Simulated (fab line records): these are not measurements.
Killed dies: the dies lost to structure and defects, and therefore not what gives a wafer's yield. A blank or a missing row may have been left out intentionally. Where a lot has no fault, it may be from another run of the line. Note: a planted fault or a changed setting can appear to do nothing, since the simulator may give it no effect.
The same fault as seen by 2 desks ; flow sky130 ; only its own numbers are on each desk; what lay behind them is given at the end

## THE METROLOGY DESK
Lot by lot, what the gauges showed, no matter which tool ran the lot: averages of those sampled wafers that carry a number. Marked OUT: a lot whose mean sits more than 4 standard deviations from the usual mean, which makes it out of limits; the brackets give that distance.
Columns: A = VIA3_OVL at SKY_VIA3_OVL_MEAS_13, usual -2 nm
lot;first seen here;A
L595;day 41 00:19;-13
L594;day 41 01:19;-2
L596;day 41 13:37;-2
L599;day 42 07:14;-1
L602;day 42 23:49;1
L603;day 43 04:50;10
L607;day 44 12:08;-9
L609;day 44 18:14;-5
L610;day 44 23:34;-3
L611;day 45 07:53;-11
L614;day 45 23:52;-11
L617;day 46 19:56;-0
This desk found nothing out of limits on any of the 12 lots.

## THE TOOL OWNER'S DESK: pvdSputter-04
At SKY_METAL2_SPUTTER_04 (material TiN, target thk 70 nm, time 58.3 s) the tool's own readings: per lot run on this tool, the mean of the sampled wafers that have a number. Marked OUT: a lot whose mean sits more than 4 standard deviations from the usual mean, which makes it out of limits; the brackets give that distance.
Columns: A = throttleValvePct at SKY_METAL2_SPUTTER_04, usual 30.1 %
lot;first seen here;A
L602;day 37 10:55;30.7
L603;day 37 16:02;30.1
L617;day 41 19:36;30.4
This desk found nothing out of limits on any of the 3 lots.

## TAKEN TOGETHER
The metrology desk saw nothing out of limits.
Nothing out of limits was seen by the tool owner's desk.

## WHAT HAD BEEN PUT IN BY THE SIMULATOR
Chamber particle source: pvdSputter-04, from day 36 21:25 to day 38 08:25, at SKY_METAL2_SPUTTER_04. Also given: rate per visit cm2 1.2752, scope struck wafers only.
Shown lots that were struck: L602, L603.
